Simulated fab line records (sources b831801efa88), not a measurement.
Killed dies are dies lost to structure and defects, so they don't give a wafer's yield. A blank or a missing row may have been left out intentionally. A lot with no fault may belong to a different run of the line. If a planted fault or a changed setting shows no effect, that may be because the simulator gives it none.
fab line records + flow gf180mcu
record:
- lots: 15
- wafers: 45
- last-day: 34
route steps=602 shown V2@399 M3@426 V3@429
lots with no fault: from the same line, run without faults
start-h: hours from the record's opening day to when the first of the lot's shown wafers began + wait-h: how many hours have passed since the lot's step before this one + " same as the row above + L1.1+2: several wafers, shown together as one row + - value missing, or start not given + * or withheld: withheld + < > ~ a bound
route shown NAME@n: NAME is a module with steps in the file, n the number in the route of the first one + usual: the fault-free wafers' mean and standard deviation + same: alike in all rows + chamber/n: place in a boat + sites: per-site readings + _std_site: how widely they spread, as a standard deviation + _edge_site: the outer-site mean with the inner-site mean subtracted + radius-mm: how far each site lies from the wafer's centre + mask NAME#n: copy n + behind: the most recent tool/chamber to have shaped the wafer + hold: the reason the lot was held/the length of the hold in hours/how it ended + device: the transistor (n, p or np) that didn't switch + end of line: the same wafers' tests at the end of the route + a step with no rows: only its recipe + killed: the dies lost at the first sort to structure and to defects; this is not the yield of the wafer + map: dies across one wafer; x = killed, . = not, _ = none there
set.NAME: the setting as run; set.NAME@STEP: as run at that earlier step + model.NAME: the simulator's own value behind a step, which no gauge read
one table for each step of the route and one row for each wafer, over a sample of lots
services: the hour from which a tool's chamber was out of use, counted from the record's first day as start-h (under 0 if before that day), plus the number of hours and why
== steps ==
step: GF_V2_ETCH_17
recipe:
- chemistry: C4F8/O2/Ar
- mask-material: KrF
- target: SiO2
- stop-on: TiN
- source-w: 1500
- bias-w: 1200
- pressure-mtorr: 40
- c4f8-flow-sccm: withheld
- O2_flow_sccm: 6
- Ar_flow_sccm: 300
- time-s: withheld
- target-depth-a: 6300
usual:
- oes-product-au: 0.850/0.0048
| lot.wafer | tool        | chamber | start-h | wait-h | oes-product-au |
|-----------|-------------|---------|---------|--------|----------------|
| L236.2    | rie-diel-04 | 0       | -       | -      | 0.854          |
| L236.3    | "           | 1       | "       | "      | 0.860          |
| L236.5    | "           | 0       | "       | "      | 0.846          |
| L239.1    | rie-diel-04 | 1       | -       | -      | 0.853          |
| L239.2    | "           | 0       | "       | "      | 0.851          |
| L239.3    | "           | 2       | "       | "      | 0.848          |
| L240.2    | rie-diel-04 | 2       | -       | -      | 0.849          |
| L240.3    | "           | 3       | "       | "      | 0.846          |
| L240.6    | "           | 3       | "       | "      | 0.851          |
| L241.1    | rie-diel-03 | 1       | -       | -      | 0.855          |
| L241.2    | "           | 0       | "       | "      | 0.853          |
| L241.4    | "           | 1       | "       | "      | 0.855          |
| L243.3    | rie-diel-04 | 1       | -       | -      | 0.854          |
| L243.4    | "           | 2       | "       | "      | 0.849          |
| L243.5    | "           | 2       | "       | "      | 0.852          |
| L244.1    | rie-diel-01 | 2       | -       | -      | 0.846          |
| L244.3    | "           | 0       | "       | "      | 0.850          |
| L244.6    | "           | 2       | "       | "      | 0.847          |
| L245.1    | rie-diel-04 | 1       | -       | -      | 0.847          |
| L245.2    | "           | 0       | "       | "      | 0.851          |
| L245.4    | "           | 3       | "       | "      | 0.848          |
| L246.2    | rie-diel-04 | 3       | -       | -      | 0.850          |
| L246.5    | "           | 2       | "       | "      | 0.850          |
| L246.6    | "           | 3       | "       | "      | 0.845          |
| L249.3    | rie-diel-04 | 0       | -       | -      | 0.853          |
| L249.4    | "           | 1       | "       | "      | 0.844          |
| L249.5    | "           | 1       | "       | "      | 0.850          |
| L251.3    | rie-diel-01 | 1       | -       | -      | 0.851          |
| L251.5    | "           | 3       | "       | "      | 0.855          |
| L251.6    | "           | 0       | "       | "      | 0.851          |
| L254.2    | rie-diel-03 | 1       | -       | -      | 0.847          |
| L254.3    | "           | 0       | "       | "      | 0.851          |
| L254.5    | "           | 1       | "       | "      | 0.850          |
| L255.2    | rie-diel-03 | 0       | -       | -      | 0.855          |
| L255.3    | "           | 1       | "       | "      | 0.852          |
| L255.4    | "           | 3       | "       | "      | 0.850          |
| L256.2    | rie-diel-04 | 1       | -       | -      | 0.846          |
| L256.4    | "           | 0       | "       | "      | 0.849          |
| L256.6    | "           | 0       | "       | "      | 0.855          |
| L257.3    | rie-diel-03 | 0       | -       | -      | 0.850          |
| L257.5    | "           | 1       | "       | "      | 0.850          |
| L257.6    | "           | 0       | "       | "      | 0.860          |
| L258.1    | rie-diel-01 | 2       | -       | -      | 0.850          |
| L258.2    | "           | 3       | "       | "      | 0.847          |
| L258.4    | "           | 0       | "       | "      | 0.855          |
step: GF_V2_CVD_23
recipe:
- material: W
- target-thk-nm: 350
- time-s: 104.94
- temp-c: 400
- pressure-torr: 40
usual:
- chamber-pressure-Torr: 40.02/0.088
- heater-power-outer-w: 563/65
- heater-power-w: 919/110
| lot.wafer | tool     | chamber | start-h | wait-h | chamber-pressure-Torr | heater-power-outer-w | heater-power-w |
|-----------|----------|---------|---------|--------|-----------------------|----------------------|----------------|
| L236.2    | cvd-w-01 | 0       | 480.29  | 0.0    | 39.99                 | 636                  | 1050           |
| L236.3    | "        | 0       | "       | "      | 40.04                 | 640                  | 1067           |
| L236.5    | "        | 1       | "       | "      | 40.07                 | 496                  | 787            |
| L239.1    | cvd-w-01 | 1       | 514.93  | 0.0    | 40.12                 | 490                  | 787            |
| L239.2    | "        | 0       | "       | "      | 40.03                 | 624                  | 1080           |
| L239.3    | "        | 1       | "       | "      | 40.08                 | 497                  | 790            |
| L240.2    | cvd-w-01 | 1       | 516.93  | 0.0    | 39.98                 | 515                  | 791            |
| L240.3    | "        | 0       | "       | "      | 40.06                 | 627                  | 1089           |
| L240.6    | "        | 0       | "       | "      | 39.98                 | 634                  | 1069           |
| L241.1    | cvd-w-01 | 0       | 525.93  | 0.0    | 40.04                 | 624                  | 1069           |
| L241.2    | "        | 1       | "       | "      | 40.13                 | 505                  | 803            |
| L241.4    | "        | 1       | "       | "      | 40.20                 | 497                  | 804            |
| L243.3    | cvd-w-02 | 0       | 541.51  | 0.1    | 40.01                 | 481                  | 834            |
| L243.4    | "        | 1       | "       | "      | 40.01                 | 608                  | 962            |
| L243.5    | "        | 0       | "       | "      | 40.06                 | 475                  | 861            |
| L244.1    | cvd-w-01 | 1       | 544.90  | 0.0    | 40.12                 | 493                  | 790            |
| L244.3    | "        | 1       | "       | "      | 39.96                 | 487                  | 780            |
| L244.6    | "        | 1       | "       | "      | 40.12                 | 503                  | 798            |
| L245.1    | cvd-w-01 | 1       | 551.78  | 0.0    | 39.92                 | 504                  | 790            |
| L245.2    | "        | 0       | "       | "      | 39.96                 | 643                  | 1075           |
| L245.4    | "        | 1       | "       | "      | 39.94                 | 490                  | 806            |
| L246.2    | cvd-w-01 | 1       | 562.58  | 0.0    | 40.16                 | 518                  | 796            |
| L246.5    | "        | 1       | "       | "      | 40.15                 | 495                  | 791            |
| L246.6    | "        | 0       | "       | "      | 40.12                 | 644                  | 1100           |
| L249.3    | cvd-w-01 | 1       | 586.78  | 0.1    | 39.89                 | 504                  | 801            |
| L249.4    | "        | 0       | "       | "      | 39.93                 | 627                  | 1064           |
| L249.5    | "        | 1       | "       | "      | 40.04                 | 512                  | 813            |
| L251.3    | cvd-w-01 | 1       | 599.38  | 0.1    | 39.98                 | 501                  | 795            |
| L251.5    | "        | 1       | "       | "      | 39.87                 | 509                  | 773            |
| L251.6    | "        | 0       | "       | "      | 40.09                 | 630                  | 1051           |
| L254.2    | cvd-w-02 | 0       | 616.84  | 0.0    | 39.94                 | 492                  | 810            |
| L254.3    | "        | 1       | "       | "      | 40.06                 | 610                  | 932            |
| L254.5    | "        | 0       | "       | "      | 40.04                 | 483                  | 835            |
| L255.2    | cvd-w-02 | 0       | 619.04  | 0.0    | 40.10                 | 489                  | 860            |
| L255.3    | "        | 0       | "       | "      | 40.04                 | 491                  | 841            |
| L255.4    | "        | 1       | "       | "      | 40.04                 | 614                  | 949            |
| L256.2    | cvd-w-01 | 1       | 634.10  | 0.0    | 40.09                 | 502                  | 792            |
| L256.4    | "        | 1       | "       | "      | 40.12                 | 499                  | 810            |
| L256.6    | "        | 1       | "       | "      | 39.95                 | 511                  | 809            |
| L257.3    | cvd-w-02 | 1       | 639.80  | 0.1    | 40.03                 | 595                  | 977            |
| L257.5    | "        | 1       | "       | "      | 40.12                 | 615                  | 965            |
| L257.6    | "        | 0       | "       | "      | 39.82                 | 494                  | 839            |
| L258.1    | cvd-w-02 | 1       | 648.46  | 0.0    | 40.02                 | 606                  | 925            |
| L258.2    | "        | 0       | "       | "      | 40.00                 | 484                  | 832            |
| L258.4    | "        | 1       | "       | "      | 39.99                 | 616                  | 944            |
step: GF_M3_STRIP_17
recipe:
- chemistry: O2/N2
- power-w: 1400
- pressure-mtorr: 1500
- platen-temp-c: 250
- o2-flow-sccm: 3000
- n2-flow-sccm: 300
- overash-fraction: 0.5
usual:
- drypump-motor-current-A: 5.9/0.53
- heater-power-w: 331/28
- oes-product-au: 0.557/0.0049
- strip-time-to-endpoint-s: 7.86/0.038
| lot.wafer | tool            | chamber | start-h | wait-h | drypump-motor-current-A | heater-power-w | oes-product-au | rf-hours-counter-h | strip-time-to-endpoint-s |
|-----------|-----------------|---------|---------|--------|-------------------------|----------------|----------------|--------------------|--------------------------|
| L236.2    | plasma-asher-04 | 1       | 504.60  | 0.1    | 5.2                     | 348            | 0.554          | 8                  | 7.88                     |
| L236.3    | "               | 1       | "       | "      | 5.2                     | 355            | 0.563          | -                  | 7.87                     |
| L236.5    | "               | 1       | "       | "      | 5.2                     | 359            | 0.558          | -                  | 7.89                     |
| L239.1    | plasma-asher-04 | 0       | 538.92  | 0.1    | 5.5                     | 339            | 0.547          | 11                 | 7.80                     |
| L239.2    | "               | 1       | "       | "      | 5.2                     | 359            | 0.562          | 11                 | 7.87                     |
| L239.3    | "               | 1       | "       | "      | 5.2                     | 358            | 0.548          | -                  | 7.79                     |
| L240.2    | plasma-asher-04 | 1       | 540.35  | 0.1    | 5.2                     | 362            | 0.556          | 12                 | 7.81                     |
| L240.3    | "               | 0       | "       | "      | 5.5                     | 344            | 0.559          | -                  | 7.84                     |
| L240.6    | "               | 0       | "       | "      | 5.5                     | 335            | 0.551          | -                  | 7.79                     |
| L241.1    | plasma-asher-03 | 0       | 549.69  | 0.1    | 6.1                     | 359            | 0.553          | 45                 | 7.80                     |
| L241.2    | "               | 1       | "       | "      | 6.6                     | 302            | 0.565          | 45                 | 7.86                     |
| L241.4    | "               | 0       | "       | "      | 6.1                     | 360            | 0.557          | -                  | 7.79                     |
| L243.3    | plasma-asher-01 | 1       | 564.61  | 0.1    | 5.4                     | 286            | 0.555          | -                  | 7.82                     |
| L243.4    | "               | 0       | "       | "      | 5.3                     | 361            | 0.562          | -                  | 7.89                     |
| L243.5    | "               | 0       | "       | "      | 5.3                     | 341            | 0.553          | -                  | 7.83                     |
| L244.1    | plasma-asher-03 | 1       | 568.19  | 0.1    | 6.6                     | 300            | 0.554          | 47                 | 7.84                     |
| L244.3    | "               | 1       | "       | "      | 6.5                     | 299            | 0.555          | -                  | 7.79                     |
| L244.6    | "               | 1       | "       | "      | 6.6                     | 304            | 0.562          | -                  | 7.83                     |
| L245.1    | plasma-asher-04 | 0       | 574.18  | 0.1    | 5.5                     | 336            | 0.568          | 15                 | 7.85                     |
| L245.2    | "               | 1       | "       | "      | 5.2                     | 357            | 0.559          | 15                 | 7.89                     |
| L245.4    | "               | 1       | "       | "      | 5.2                     | 353            | 0.561          | -                  | 7.82                     |
| L246.2    | plasma-asher-01 | 0       | 585.33  | 0.1    | 5.3                     | 347            | 0.560          | 95                 | 7.87                     |
| L246.5    | "               | 1       | "       | "      | 5.4                     | 291            | 0.556          | -                  | 7.88                     |
| L246.6    | "               | 0       | "       | "      | 5.3                     | 349            | 0.552          | -                  | 7.90                     |
| L249.3    | plasma-asher-01 | 0       | 609.25  | 0.1    | 5.2                     | 350            | 0.562          | -                  | 7.91                     |
| L249.4    | "               | 1       | "       | "      | 5.4                     | 283            | 0.555          | -                  | 7.87                     |
| L249.5    | "               | 1       | "       | "      | 5.4                     | 285            | 0.564          | -                  | 7.90                     |
| L251.3    | plasma-asher-03 | 1       | 620.76  | 0.1    | 6.5                     | 302            | 0.556          | -                  | 7.86                     |
| L251.5    | "               | 0       | "       | "      | 6.1                     | 356            | 0.559          | -                  | 7.85                     |
| L251.6    | "               | 1       | "       | "      | 6.6                     | 308            | 0.560          | -                  | 7.86                     |
| L254.2    | plasma-asher-03 | 0       | 637.64  | 0.1    | 6.1                     | 355            | 0.553          | 56                 | 7.87                     |
| L254.3    | "               | 1       | "       | "      | 6.6                     | 304            | 0.554          | -                  | 7.83                     |
| L254.5    | "               | 1       | "       | "      | 6.6                     | 308            | 0.556          | -                  | 7.88                     |
| L255.2    | plasma-asher-03 | 0       | 639.65  | 0.1    | 6.1                     | 367            | 0.552          | 56                 | 7.83                     |
| L255.3    | "               | 1       | "       | "      | 6.5                     | 298            | 0.553          | -                  | 7.79                     |
| L255.4    | "               | 0       | "       | "      | 6.1                     | 361            | 0.554          | -                  | 7.82                     |
| L256.2    | plasma-asher-01 | 0       | 654.20  | 0.1    | 5.3                     | 352            | 0.568          | 104                | 7.92                     |
| L256.4    | "               | 1       | "       | "      | 5.4                     | 282            | 0.563          | -                  | 7.89                     |
| L256.6    | "               | 1       | "       | "      | 5.4                     | 284            | 0.557          | -                  | 7.92                     |
| L257.3    | plasma-asher-01 | 1       | 659.98  | 0.1    | 5.4                     | 279            | 0.555          | -                  | 7.92                     |
| L257.5    | "               | 1       | "       | "      | 5.4                     | 282            | 0.552          | -                  | 7.89                     |
| L257.6    | "               | 0       | "       | "      | 5.2                     | 345            | 0.558          | -                  | 7.88                     |
| L258.1    | plasma-asher-03 | 1       | 668.85  | 0.1    | 6.6                     | 306            | 0.560          | 58                 | 7.89                     |
| L258.2    | "               | 0       | "       | "      | 6.1                     | 348            | 0.559          | 58                 | 7.98                     |
| L258.4    | "               | 1       | "       | "      | 6.6                     | 298            | 0.559          | -                  | 7.96                     |
step: GF_V3_CVD_00
recipe:
- material: SiO2
- target-thk-nm: 600
- sigma-open-frac: 0.3
- temp-c: 400
- time-s: 100
- sih4-flow-sccm: 60
- pressure-mtorr: 6
usual:
- pressure-mtorr: 6.001/0.012
- run-length-s: 128.0/0.55
| lot.wafer | tool      | chamber | start-h | wait-h | pressure-mtorr | run-length-s |
|-----------|-----------|---------|---------|--------|----------------|--------------|
| L236.2    | hdpcvd-02 | 2       | 505.14  | 0.0    | 6.000          | 127.7        |
| L236.3    | "         | 1       | "       | "      | 6.002          | 128.1        |
| L236.5    | "         | 0       | "       | "      | 5.993          | 128.7        |
| L239.1    | hdpcvd-01 | 1       | 539.81  | 0.0    | 5.985          | 127.5        |
| L239.2    | "         | 2       | "       | "      | 6.022          | 127.1        |
| L239.3    | "         | 2       | "       | "      | 6.010          | 127.2        |
| L240.2    | hdpcvd-01 | 2       | 540.98  | 0.0    | 6.014          | 128.0        |
| L240.3    | "         | 2       | "       | "      | 6.031          | 127.8        |
| L240.6    | "         | 1       | "       | "      | 5.998          | 128.2        |
| L241.1    | hdpcvd-01 | 1       | 550.35  | 0.0    | 6.007          | 127.4        |
| L241.2    | "         | 0       | "       | "      | 6.000          | 128.1        |
| L241.4    | "         | 0       | "       | "      | 5.998          | 128.1        |
| L243.3    | hdpcvd-02 | 1       | 565.13  | 0.0    | 5.986          | 128.0        |
| L243.4    | "         | 1       | "       | "      | 6.009          | 127.4        |
| L243.5    | "         | 2       | "       | "      | 5.990          | 127.7        |
| L244.1    | hdpcvd-01 | 2       | 568.76  | 0.0    | -              | -            |
| L244.3    | "         | 1       | "       | "      | -              | -            |
| L244.6    | "         | 0       | "       | "      | -              | -            |
| L245.1    | hdpcvd-02 | 1       | 574.74  | 0.0    | -              | -            |
| L245.2    | "         | 0       | "       | "      | -              | -            |
| L245.4    | "         | 1       | "       | "      | -              | -            |
| L246.2    | hdpcvd-02 | 0       | 585.89  | 0.0    | -              | -            |
| L246.5    | "         | 0       | "       | "      | -              | -            |
| L246.6    | "         | 1       | "       | "      | -              | -            |
| L249.3    | hdpcvd-02 | 0       | 609.76  | 0.0    | 6.003          | 129.0        |
| L249.4    | "         | 2       | "       | "      | 6.004          | 127.5        |
| L249.5    | "         | 1       | "       | "      | 5.995          | 127.5        |
| L251.3    | hdpcvd-02 | 2       | 621.26  | 0.0    | 6.015          | 127.9        |
| L251.5    | "         | 0       | "       | "      | 5.998          | 128.5        |
| L251.6    | "         | 2       | "       | "      | 5.994          | 128.1        |
| L254.2    | hdpcvd-01 | 2       | 638.21  | 0.0    | 5.986          | 127.3        |
| L254.3    | "         | 1       | "       | "      | 5.999          | 127.5        |
| L254.5    | "         | 0       | "       | "      | 6.009          | 129.0        |
| L255.2    | hdpcvd-02 | 2       | 640.22  | 0.0    | 6.005          | 127.7        |
| L255.3    | "         | 1       | "       | "      | 5.989          | 127.4        |
| L255.4    | "         | 2       | "       | "      | 5.993          | 127.5        |
| L256.2    | hdpcvd-01 | 0       | 654.73  | 0.0    | 5.994          | 128.2        |
| L256.4    | "         | 1       | "       | "      | 6.022          | 128.4        |
| L256.6    | "         | 2       | "       | "      | 5.999          | 127.8        |
| L257.3    | hdpcvd-02 | 0       | 660.48  | 0.0    | 5.997          | 128.6        |
| L257.5    | "         | 1       | "       | "      | 5.994          | 127.9        |
| L257.6    | "         | 2       | "       | "      | 6.002          | 127.7        |
| L258.1    | hdpcvd-02 | 0       | 669.42  | 0.0    | 6.002          | 128.6        |
| L258.2    | "         | 2       | "       | "      | 6.002          | 127.7        |
| L258.4    | "         | 1       | "       | "      | 5.984          | 127.5        |
step: GF_V3_BOW_MEAS_05
recipe:
- mode: bow
usual:
- V3_BOW: 114/9.2
| lot.wafer | tool          | chamber | start-h | wait-h | V3_BOW[um] |
|-----------|---------------|---------|---------|--------|------------|
| L236.2    | film-metro-03 | -       | 505.72  | 0.1    | 121        |
| L236.3    | "             | -       | "       | "      | 130        |
| L236.5    | "             | -       | "       | "      | 109        |
| L239.1    | film-metro-04 | -       | 540.40  | 0.1    | 119        |
| L239.2    | "             | -       | "       | "      | 115        |
| L239.3    | "             | -       | "       | "      | 115        |
| L240.2    | film-metro-04 | -       | 541.60  | 0.2    | 113        |
| L240.3    | "             | -       | "       | "      | 97         |
| L240.6    | "             | -       | "       | "      | 115        |
| L241.1    | film-metro-04 | -       | 550.91  | 0.2    | 122        |
| L241.2    | "             | -       | "       | "      | 111        |
| L241.4    | "             | -       | "       | "      | 111        |
| L243.3    | film-metro-04 | -       | 565.77  | 0.3    | 118        |
| L243.4    | "             | -       | "       | "      | 101        |
| L243.5    | "             | -       | "       | "      | 105        |
| L244.1    | film-metro-04 | -       | 569.36  | 0.2    | 77         |
| L244.3    | "             | -       | "       | "      | 89         |
| L244.6    | "             | -       | "       | "      | 80         |
| L245.1    | film-metro-04 | -       | 575.34  | 0.1    | 100        |
| L245.2    | "             | -       | "       | "      | 85         |
| L245.4    | "             | -       | "       | "      | 92         |
| L246.2    | film-metro-02 | -       | 586.47  | 0.2    | 97         |
| L246.5    | "             | -       | "       | "      | 93         |
| L246.6    | "             | -       | "       | "      | 93         |
| L249.3    | film-metro-03 | -       | 610.37  | 0.2    | 117        |
| L249.4    | "             | -       | "       | "      | 113        |
| L249.5    | "             | -       | "       | "      | 119        |
| L251.3    | film-metro-02 | -       | 621.86  | 0.2    | 108        |
| L251.5    | "             | -       | "       | "      | 115        |
| L251.6    | "             | -       | "       | "      | 115        |
| L254.2    | film-metro-04 | -       | 638.79  | 0.1    | 115        |
| L254.3    | "             | -       | "       | "      | 106        |
| L254.5    | "             | -       | "       | "      | 108        |
| L255.2    | film-metro-03 | -       | 640.80  | 0.2    | 108        |
| L255.3    | "             | -       | "       | "      | 133        |
| L255.4    | "             | -       | "       | "      | 108        |
| L256.2    | film-metro-02 | -       | 655.32  | 0.3    | 113        |
| L256.4    | "             | -       | "       | "      | 117        |
| L256.6    | "             | -       | "       | "      | 112        |
| L257.3    | film-metro-04 | -       | 661.08  | 0.2    | 92         |
| L257.5    | "             | -       | "       | "      | 99         |
| L257.6    | "             | -       | "       | "      | 88         |
| L258.1    | film-metro-02 | -       | 669.98  | 0.2    | 105        |
| L258.2    | "             | -       | "       | "      | 104        |
| L258.4    | "             | -       | "       | "      | 117        |
== services ==
| tool            | chamber | start-h | hours | kind   |
|-----------------|---------|---------|-------|--------|
| plasma-asher-01 | -       | 464.81  | 1.2   | repair |
| plasma-asher-04 | -       | 465.11  | 1.2   | repair |
| plasma-asher-04 | -       | 472.39  | 0.8   | repair |
| rie-diel-04     | 0       | 484.59  | 1.9   | repair |
| hdpcvd-01       | 1       | 490.66  | 3.9   | repair |
| rie-diel-04     | 3       | 491.66  | 12.7  | repair |
| hdpcvd-01       | -       | 505.31  | 1.8   | repair |
| rie-diel-03     | 2       | 506.69  | 21.9  | repair |
| plasma-asher-01 | -       | 510.74  | 4.3   | pm     |
| cvd-w-02        | -       | 523.30  | 4.3   | pm     |
| rie-diel-03     | -       | 529.11  | 0.2   | repair |
| hdpcvd-01       | 0       | 530.48  | 18.6  | repair |
| cvd-w-02        | -       | 533.27  | 0.9   | repair |
| hdpcvd-02       | -       | 539.25  | 15.0  | pm     |
| rie-diel-03     | 0       | 548.97  | 65.0  | repair |
| plasma-asher-04 | -       | 584.24  | 17.2  | pm     |
| hdpcvd-01       | -       | 584.58  | 0.6   | repair |
| cvd-w-02        | 0       | 584.79  | 8.5   | repair |
| hdpcvd-01       | 0       | 599.33  | 11.8  | repair |
| rie-diel-04     | 0       | 605.16  | 14.2  | repair |
| cvd-w-01        | -       | 613.39  | 1.4   | repair |
| plasma-asher-01 | -       | 637.91  | 2.8   | pm     |
| rie-diel-04     | 0       | 650.34  | 5.5   | repair |
| rie-diel-04     | 2       | 653.41  | 7.1   | repair |
== key ==
first-sign:
- step: GF_V3_CVD_00
- reading: tool-record
- direction: missing
effect:
- step: GF_V3_BOW_MEAS_05
- reading: V3_BOW
- direction: down
- sigmas: 2.6
- usual: 114
- struck: 90
met-at GF_V3_CVD_00
struck-lots L244,L245,L246
later-rows-left-out L244.1,L244.3,L244.6,L245.1,L245.2,L245.4,L246.2,L246.5,L246.6
sort-left-out L244.1,L244.3,L244.6,L245.1,L245.2,L245.4,L246.2,L246.5,L246.6
not-acting-at GF_V2_ETCH_17,GF_V2_CVD_23,GF_M3_STRIP_17
onset-between 565.13 568.76
fault:
- kind: skipped-step-whole
- tool: hdpcvd-01,hdpcvd-02
- chamber: -
- onset-h: 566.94
- steps: GF_V3_CVD_00
- scope: struck-lots-only
sort-left-out: the simulated sort isn't trusted on such a fault, so these wafers' sort isn't shown, and their yield isn't known
later-rows-left-out: the simulator's readings of these wafers behind a module that went badly wrong aren't trusted and aren't shown, but for the sort
